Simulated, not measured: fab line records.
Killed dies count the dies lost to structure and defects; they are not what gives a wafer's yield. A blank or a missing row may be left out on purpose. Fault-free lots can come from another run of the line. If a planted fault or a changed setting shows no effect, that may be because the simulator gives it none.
Chamber matching    flow gf180mcu    GF_V3_ETCH_16 on rie-diel-03 has 4 sister chambers
The step etches BARC in N2/H2. 18 wafers are shown with their chamber, then 9 later ones without.

## WAFERS PAIRED WITH THEIR CHAMBERS
wafer   chamber  drypump-motor-current-A (A)  oes-product-au (a.u.)  throttle-valve-pct (%)
L989.2  1        5.5                          0.848                  13.229
L989.4  0        5.5                          0.851                  13.216
L989.5  2        5.4                          0.854                  13.227
L990.1  2        5.4                          0.857                  13.217
L990.2  0        5.5                          0.850                  13.219
L990.6  2        5.4                          0.857                  13.220
L991.3  0        5.5                          0.861                  13.218
L991.4  2        5.4                          0.858                  13.214
L991.5  0        5.5                          0.849                  13.220
L992.3  0        5.5                          0.854                  13.228
L992.4  2        5.5                          0.860                  13.217
L992.6  0        5.5                          0.855                  13.219
L994.3  0        5.5                          0.853                  13.231
L994.5  3        4.9                          0.864                  13.215
L994.6  0        5.5                          0.851                  13.224
L995.1  1        5.5                          0.856                  13.225
L995.2  3        4.9                          0.864                  13.225
L995.3  2        5.4                          0.859                  13.231

SIGNATURES, as means of the wafers listed above
reading                  chamber 0  chamber 1  chamber 2  chamber 3  scatter within a chamber
drypump-motor-current-A  5.500      5.500      5.417      4.900      0.0244
oes-product-au           0.85300    0.85200    0.85750    0.86400    0.00333
throttle-valve-pct       13.22188   13.22700   13.22100   13.22000   0.0058
Rule: for a wafer and a chamber, the distance is found by dividing, reading by reading, the gap between the wafer's reading and the chamber's mean by the reading's scatter, squaring, summing and taking the root. If the next closest chamber is less than 2 further off than the closest, the wafer can't be placed; otherwise it belongs to the closest. The scatter: the root of (the sum of the squares of (reading less its chamber's mean) over the shown wafers, divided by (wafers less chambers)).

## WAFERS WITHOUT THEIR CHAMBER
wafer   drypump-motor-current-A (A)  oes-product-au (a.u.)  throttle-valve-pct (%)
L103.1  4.9                          0.860                  13.228
L103.2  5.5                          0.861                  13.228
L103.4  5.4                          0.849                  13.225
L105.1  4.9                          0.848                  13.225
L105.3  5.5                          0.857                  13.226
L105.6  5.5                          0.860                  13.235
L108.1  5.5                          0.852                  13.232
L108.2  4.9                          0.852                  13.221
L108.3  5.4                          0.854                  13.217

## THE CHAMBER EACH PASSED THROUGH
wafer   from the rows above           in truth
L103.1  3                             3
L103.2  can't be placed: 0 or 1 or 2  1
L103.4  can't be placed: 2 or 1 or 0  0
L105.1  3                             3
L105.3  can't be placed: 0 or 1       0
L105.6  can't be placed: 1 or 0 or 2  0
L108.1  can't be placed: 1 or 0       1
L108.2  3                             3
L108.3  2                             2
4 of 9 placed correctly. From these rows, 5 cannot be placed; in 5 the true chamber is one of the candidates. Wrongly placed: 0.
